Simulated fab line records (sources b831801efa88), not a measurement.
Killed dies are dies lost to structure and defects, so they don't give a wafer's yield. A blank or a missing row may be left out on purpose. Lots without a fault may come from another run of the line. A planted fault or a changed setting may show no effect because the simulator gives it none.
Which tool did it? || flow gf180mcu || 11 lots, 33 wafers sampled, at 5 steps of a route of 602

== WHAT THE GAUGES READ, wafer by wafer ==
GF_VT_IMPLANT_OVL_MEAS_29.
{"lot": "L313", "measured": "day 7 14:37", "on": "overlay-01", "VT_IMPLANT_02_OVL (nm)": "1.0 1.8 0.8"}
{"lot": "L317", "measured": "day 8 19:14", "on": "overlay-01", "VT_IMPLANT_02_OVL (nm)": "-1.0 -0.6 -0.3"}
{"lot": "L320", "measured": "day 9 05:59", "on": "overlay-01", "VT_IMPLANT_02_OVL (nm)": "-0.8 -1.7 -2.8"}
{"lot": "L321", "measured": "day 9 12:37", "on": "overlay-02", "VT_IMPLANT_02_OVL (nm)": "1.8 2.0 3.0"}
{"lot": "L326", "measured": "day 10 22:28", "on": "overlay-02", "VT_IMPLANT_02_OVL (nm)": "1.5 1.8 1.0"}
{"lot": "L327", "measured": "day 11 02:05", "on": "overlay-01", "VT_IMPLANT_02_OVL (nm)": "-1.3 -1.3 -2.3"}
{"lot": "L329", "measured": "day 11 17:52", "on": "overlay-01", "VT_IMPLANT_02_OVL (nm)": "2.8 3.2 3.9"}
{"lot": "L330", "measured": "day 12 01:07", "on": "overlay-01", "VT_IMPLANT_02_OVL (nm)": "-1.1 1.4 0.4"}
{"lot": "L332", "measured": "day 12 12:35", "on": "overlay-02", "VT_IMPLANT_02_OVL (nm)": "-0.1 2.6 0.2"}
{"lot": "L333", "measured": "day 12 19:07", "on": "overlay-02", "VT_IMPLANT_02_OVL (nm)": "1.8 4.1 1.2"}
{"lot": "L334", "measured": "day 12 23:40", "on": "overlay-01", "VT_IMPLANT_02_OVL (nm)": "0.0 1.4 1.5"}

GF_VT_IMPLANT_OVL_MEAS_40.
{"lot": "L313", "measured": "day 8 05:50", "on": "overlay-01", "VT_IMPLANT_03_OVL (nm)": "-0.4 -0.5 -2.7"}
{"lot": "L317", "measured": "day 9 11:59", "on": "overlay-01", "VT_IMPLANT_03_OVL (nm)": "1.5 2.5 1.9"}
{"lot": "L320", "measured": "day 9 22:53", "on": "overlay-02", "VT_IMPLANT_03_OVL (nm)": "-0.9 -0.6 0.8"}
{"lot": "L321", "measured": "day 10 06:34", "on": "overlay-01", "VT_IMPLANT_03_OVL (nm)": "-1.7 0.0 -2.0"}
{"lot": "L326", "measured": "day 11 17:02", "on": "overlay-01", "VT_IMPLANT_03_OVL (nm)": "-0.2 -0.4 -0.2"}
{"lot": "L327", "measured": "day 11 21:13", "on": "overlay-02", "VT_IMPLANT_03_OVL (nm)": "-2.0 -3.0 -1.2"}
{"lot": "L329", "measured": "day 12 12:52", "on": "overlay-01", "VT_IMPLANT_03_OVL (nm)": "-0.3 -1.2 -1.4"}
{"lot": "L330", "measured": "day 12 19:56", "on": "overlay-01", "VT_IMPLANT_03_OVL (nm)": "-1.3 0.7 -1.6"}
{"lot": "L332", "measured": "day 13 07:13", "on": "overlay-02", "VT_IMPLANT_03_OVL (nm)": "1.6 2.8 1.4"}
{"lot": "L333", "measured": "day 13 13:37", "on": "overlay-01", "VT_IMPLANT_03_OVL (nm)": "1.0 -0.9 2.1"}
{"lot": "L334", "measured": "day 13 18:53", "on": "overlay-01", "VT_IMPLANT_03_OVL (nm)": "0.3 1.0 -0.1"}

GF_HV_LDD_THK_MEAS_57.
{"lot": "L313", "measured": "day 13 07:22", "on": "film-metro-01", "HV_LDD_CVD_56_THK (nm)": "89.4 88.9 90.0"}
{"lot": "L317", "measured": "day 14 20:10", "on": "film-metro-04", "HV_LDD_CVD_56_THK (nm)": "91.1 90.5 90.9"}
{"lot": "L320", "measured": "day 15 11:54", "on": "film-metro-02", "HV_LDD_CVD_56_THK (nm)": "117.2 117.5 117.4"}
{"lot": "L321", "measured": "day 15 23:41", "on": "film-metro-04", "HV_LDD_CVD_56_THK (nm)": "115.4 115.0 115.4"}
{"lot": "L326", "measured": "day 17 14:10", "on": "film-metro-04", "HV_LDD_CVD_56_THK (nm)": "90.1 90.1 90.5"}
{"lot": "L327", "measured": "day 18 00:29", "on": "film-metro-04", "HV_LDD_CVD_56_THK (nm)": "89.2 89.3 89.7"}
{"lot": "L329", "measured": "day 18 12:49", "on": "film-metro-01", "HV_LDD_CVD_56_THK (nm)": "89.1 88.1 87.9"}
{"lot": "L330", "measured": "day 18 23:22", "on": "film-metro-04", "HV_LDD_CVD_56_THK (nm)": "89.6 89.7 88.7"}
{"lot": "L332", "measured": "day 19 11:08", "on": "film-metro-02", "HV_LDD_CVD_56_THK (nm)": "89.8 89.8 89.8"}
{"lot": "L333", "measured": "day 19 19:44", "on": "film-metro-01", "HV_LDD_CVD_56_THK (nm)": "89.6 90.2 90.6"}
{"lot": "L334", "measured": "day 20 02:50", "on": "film-metro-04", "HV_LDD_CVD_56_THK (nm)": "90.1 89.1 90.4"}

== EACH LOT AND THE TOOL THAT RAN IT (in order: tool; ch and the chambers of the sampled wafers; start) ==
{"lot": "L313", "GF_POLY_GATE_STRIP_14": "plasma-asher-04 ch 0,1, day 9 22:22", "GF_HV_LDD_CVD_56": "lpcvd-02 ch 0, day 13 05:56"}
{"lot": "L317", "GF_POLY_GATE_STRIP_14": "plasma-asher-02 ch 0,1, day 11 08:16", "GF_HV_LDD_CVD_56": "lpcvd-01 ch 1, day 14 18:43"}
{"lot": "L320", "GF_POLY_GATE_STRIP_14": "plasma-asher-03 ch 0,1, day 11 20:41", "GF_HV_LDD_CVD_56": "lpcvd-01 ch 0, day 15 10:27"}
{"lot": "L321", "GF_POLY_GATE_STRIP_14": "plasma-asher-02 ch 0,1, day 12 04:14", "GF_HV_LDD_CVD_56": "lpcvd-01 ch 0, day 15 22:15"}
{"lot": "L326", "GF_POLY_GATE_STRIP_14": "plasma-asher-04 ch 0,1, day 13 15:35", "GF_HV_LDD_CVD_56": "lpcvd-02 ch 0, day 17 12:44"}
{"lot": "L327", "GF_POLY_GATE_STRIP_14": "plasma-asher-04 ch 0,1, day 14 03:50", "GF_HV_LDD_CVD_56": "lpcvd-02 ch 1, day 17 23:03"}
{"lot": "L329", "GF_POLY_GATE_STRIP_14": "plasma-asher-04 ch 0,1, day 14 11:38", "GF_HV_LDD_CVD_56": "lpcvd-02 ch 1, day 18 11:23"}
{"lot": "L330", "GF_POLY_GATE_STRIP_14": "plasma-asher-02 ch 0, day 14 20:59", "GF_HV_LDD_CVD_56": "lpcvd-02 ch 0, day 18 21:56"}
{"lot": "L332", "GF_POLY_GATE_STRIP_14": "plasma-asher-02 ch 0,1, day 15 08:11", "GF_HV_LDD_CVD_56": "lpcvd-02 ch 0, day 19 09:42"}
{"lot": "L333", "GF_POLY_GATE_STRIP_14": "plasma-asher-02 ch 0,1, day 15 15:14", "GF_HV_LDD_CVD_56": "lpcvd-01 ch 0, day 19 18:19"}
{"lot": "L334", "GF_POLY_GATE_STRIP_14": "plasma-asher-04 ch 0,1, day 15 23:35", "GF_HV_LDD_CVD_56": "lpcvd-01 ch 0, day 20 01:24"}
- GF_POLY_GATE_STRIP_14: strips in O2/N2.
- GF_HV_LDD_CVD_56: deposits Si3N4 from DCS/NH3, target thk 90 nm, time 1543 s.

== WHAT THE TOOLS THEMSELVES READ (means of the sampled wafers that have a number; where no wafer has one, the mark that the record gives instead) ==
GF_POLY_GATE_STRIP_14.
{"lot": "L313", "tool": "plasma-asher-04", "drypump-motor-current-A (A)": 5.6, "heater-power-w (W)": 334, "oes-product-au (a.u.)": 0.506}
{"lot": "L317", "tool": "plasma-asher-02", "drypump-motor-current-A (A)": 5.6, "heater-power-w (W)": 319, "oes-product-au (a.u.)": 0.502}
{"lot": "L320", "tool": "plasma-asher-03", "drypump-motor-current-A (A)": 5.9, "heater-power-w (W)": 296, "oes-product-au (a.u.)": 0.506}
{"lot": "L321", "tool": "plasma-asher-02", "drypump-motor-current-A (A)": 5.3, "heater-power-w (W)": 311, "oes-product-au (a.u.)": 0.506}
{"lot": "L326", "tool": "plasma-asher-04", "drypump-motor-current-A (A)": 5.9, "heater-power-w (W)": 359, "oes-product-au (a.u.)": 0.507}
{"lot": "L327", "tool": "plasma-asher-04", "drypump-motor-current-A (A)": 5.8, "heater-power-w (W)": 356, "oes-product-au (a.u.)": 0.504}
{"lot": "L329", "tool": "plasma-asher-04", "drypump-motor-current-A (A)": 5.6, "heater-power-w (W)": 337, "oes-product-au (a.u.)": 0.507}
{"lot": "L330", "tool": "plasma-asher-02", "drypump-motor-current-A (A)": 4.9, "heater-power-w (W)": 301, "oes-product-au (a.u.)": 0.503}
{"lot": "L332", "tool": "plasma-asher-02", "drypump-motor-current-A (A)": 5.3, "heater-power-w (W)": 316, "oes-product-au (a.u.)": 0.509}
{"lot": "L333", "tool": "plasma-asher-02", "drypump-motor-current-A (A)": 5.6, "heater-power-w (W)": 319, "oes-product-au (a.u.)": 0.505}
{"lot": "L334", "tool": "plasma-asher-04", "drypump-motor-current-A (A)": 5.6, "heater-power-w (W)": 335, "oes-product-au (a.u.)": 0.501}

GF_HV_LDD_CVD_56.
{"lot": "L313", "tool": "lpcvd-02", "spike-tc-bottom-C (C)": 787.9, "spike-tc-centre-C (C)": 770.7, "spike-tc-lower-C (C)": 769.5, "spike-tc-top-C (C)": 782.2, "spike-tc-upper-C (C)": 770.2, "zone-power-lower-pct (%)": 13.5}
{"lot": "L317", "tool": "lpcvd-01", "spike-tc-bottom-C (C)": 791.1, "spike-tc-centre-C (C)": 768.2, "spike-tc-lower-C (C)": 768.4, "spike-tc-top-C (C)": 787.4, "spike-tc-upper-C (C)": 769.1, "zone-power-lower-pct (%)": 14.0}
{"lot": "L320", "tool": "lpcvd-01", "spike-tc-bottom-C (C)": 808.5, "spike-tc-centre-C (C)": 783.7, "spike-tc-lower-C (C)": 783.4, "spike-tc-top-C (C)": 796.9, "spike-tc-upper-C (C)": 783.1, "zone-power-lower-pct (%)": 12.6}
{"lot": "L321", "tool": "lpcvd-01", "spike-tc-bottom-C (C)": 809.2, "spike-tc-centre-C (C)": 782.4, "spike-tc-lower-C (C)": 783.4, "spike-tc-top-C (C)": 797.2, "spike-tc-upper-C (C)": 781.7, "zone-power-lower-pct (%)": 12.6}
{"lot": "L326", "tool": "lpcvd-02", "spike-tc-bottom-C (C)": 788.4, "spike-tc-centre-C (C)": 770.0, "spike-tc-lower-C (C)": 769.5, "spike-tc-top-C (C)": 782.3, "spike-tc-upper-C (C)": 769.1, "zone-power-lower-pct (%)": 13.6}
{"lot": "L327", "tool": "lpcvd-02", "spike-tc-bottom-C (C)": 787.2, "spike-tc-centre-C (C)": 771.3, "spike-tc-lower-C (C)": 768.7, "spike-tc-top-C (C)": 784.3, "spike-tc-upper-C (C)": 770.5, "zone-power-lower-pct (%)": 12.3}
{"lot": "L329", "tool": "lpcvd-02", "spike-tc-bottom-C (C)": 787.5, "spike-tc-centre-C (C)": 772.3, "spike-tc-lower-C (C)": 768.4, "spike-tc-top-C (C)": 785.1, "spike-tc-upper-C (C)": 770.4, "zone-power-lower-pct (%)": 12.4}
{"lot": "L330", "tool": "lpcvd-02", "spike-tc-bottom-C (C)": 787.4, "spike-tc-centre-C (C)": 770.8, "spike-tc-lower-C (C)": 768.9, "spike-tc-top-C (C)": 783.2, "spike-tc-upper-C (C)": 770.2, "zone-power-lower-pct (%)": 13.5}
{"lot": "L332", "tool": "lpcvd-02", "spike-tc-bottom-C (C)": 788.1, "spike-tc-centre-C (C)": 771.5, "spike-tc-lower-C (C)": 769.6, "spike-tc-top-C (C)": 782.9, "spike-tc-upper-C (C)": 769.0, "zone-power-lower-pct (%)": 13.6}
{"lot": "L333", "tool": "lpcvd-01", "spike-tc-bottom-C (C)": 794.8, "spike-tc-centre-C (C)": 770.2, "spike-tc-lower-C (C)": 770.8, "spike-tc-top-C (C)": 784.2, "spike-tc-upper-C (C)": 769.7, "zone-power-lower-pct (%)": 12.3}
{"lot": "L334", "tool": "lpcvd-01", "spike-tc-bottom-C (C)": 794.2, "spike-tc-centre-C (C)": 768.5, "spike-tc-lower-C (C)": 768.8, "spike-tc-top-C (C)": 784.1, "spike-tc-upper-C (C)": 768.7, "zone-power-lower-pct (%)": 12.2}

== THE ANSWER, worked out from the rows above alone ==
Rule: what is usual is taken from the lots themselves. The widest of any qualifying gaps counts: lots, ordered by their means at a reading, are off when they make up no more than a third of the lots, leave a main group of 4 or more, and stand apart from it by 3 or more times the standard deviation of that group's means. The tables above print the reading to a certain number of digits; a main group whose means all agree to those digits is not used. A lot without any number at a reading at which 4 lots or more have one is off too. The other lots that the step has rows for count as sound. After the gauges, taken in route order, come the tools' own readings; for these a lot's mean is taken, as printed above. At the first step where some lot is off, the reading lying furthest off is the one used; lots without a number count as furthest.
Off: L320, L321, at GF_HV_LDD_THK_MEAS_57 (HV_LDD_CVD_56_THK). For the main group the mean is 89.7 nm and the standard deviation 0.66.
A tool fits if, at a process step before that reading, it ran every lot that is off, and no sound lot after the first of them. Not tried: the gauges at GF_HV_LDD_THK_MEAS_57; whatever is off there is also off at GF_HV_LDD_CVD_56, on other tools, and gauge error can't account for it. Of those tried, none fits.

== WHAT HAD BEEN PUT IN BY THE SIMULATOR ==
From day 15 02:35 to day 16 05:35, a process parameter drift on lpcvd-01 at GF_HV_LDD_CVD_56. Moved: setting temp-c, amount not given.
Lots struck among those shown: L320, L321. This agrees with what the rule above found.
